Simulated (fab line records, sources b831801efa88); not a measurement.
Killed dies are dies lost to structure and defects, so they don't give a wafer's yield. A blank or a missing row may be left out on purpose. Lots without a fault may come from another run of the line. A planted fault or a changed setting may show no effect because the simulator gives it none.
Chamber matching | flow gf180mcu | GF_V3_CMP_04 on cmp-01: 4 sister chambers
The step polishes SiO2. 14 wafers are shown with their chamber, then 7 later ones without.

WAFERS WITH THEIR CHAMBER
wafer  | chamber | motor_current_A (A) | edge_zone_pressure_frac | time_to_endpoint_s (s)
L711.2 | 0       | 13.2                | 1.004                   | 78
L711.4 | 1       | 12.4                | 0.997                   | 82
L711.6 | 2       | 12.3                | 1.013                   | 83
L712.1 | 1       | 12.1                | 0.994                   | 84
L712.3 | 0       | 13.3                | 0.992                   | 76
L712.6 | 1       | 13.6                | 1.004                   | 92
L714.1 | 3       | 10.0                | 1.005                   | 82
L714.2 | 0       | 13.2                | 1.007                   | 73
L714.4 | 1       | 13.3                | 1.003                   | 87
L716.3 | 0       | 13.5                | 0.998                   | 79
L716.4 | 1       | 12.8                | 1.000                   | 84
L716.5 | 0       | 12.0                | 0.994                   | 81
L726.1 | 0       | 13.6                | 1.007                   | 67
L726.3 | 1       | 12.5                | 0.999                   | 75

SIGNATURES (means of the wafers above)
reading                 | chamber 0 | chamber 1 | chamber 2 | chamber 3 | scatter within a chamber
motor_current_A         | 13.133    | 12.783    | 12.300    | 10.000    | 0.575
edge_zone_pressure_frac | 1.00033   | 0.99950   | 1.01300   | 1.00500   | 0.00536
time_to_endpoint_s      | 75.67     | 84.00     | 83.00     | 82.00     | 5.34
Rule: a wafer's distance from a chamber is the root of the sum, over the readings, of the square of ((its reading less the chamber's mean) divided by the reading's scatter). The wafer belongs to the nearest chamber; if the next one is less than 2 further off, it can't be placed. The scatter: the root of (the sum of the squares of (reading less its chamber's mean) over the shown wafers, divided by (wafers less chambers)).

WAFERS WITHOUT THEIR CHAMBER
wafer  | motor_current_A (A) | edge_zone_pressure_frac | time_to_endpoint_s (s)
L726.5 | 12.9                | 0.999                   | 76
L731.1 | 12.5                | 1.002                   | 78
L731.4 | 10.1                | 1.001                   | 79
L731.6 | 10.9                | 1.005                   | 81
L733.1 | 12.8                | 1.002                   | 80
L733.4 | 12.2                | 0.990                   | 80
L733.5 | 9.7                 | 1.006                   | 83

WHICH CHAMBER EACH WENT THROUGH
wafer  | from the rows above          | in truth
L726.5 | can't be placed: 0 or 1      | 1
L731.1 | can't be placed: 0 or 1 or 2 | 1
L731.4 | 3                            | 3
L731.6 | can't be placed: 3 or 2 or 1 | 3
L733.1 | can't be placed: 1 or 0 or 2 | 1
L733.4 | can't be placed: 1 or 0      | 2
L733.5 | 3                            | 3
Placed correctly: 2 of 7. Can't be placed from these rows: 5 (the true chamber is among the candidates in 4). Placed wrongly: 0.
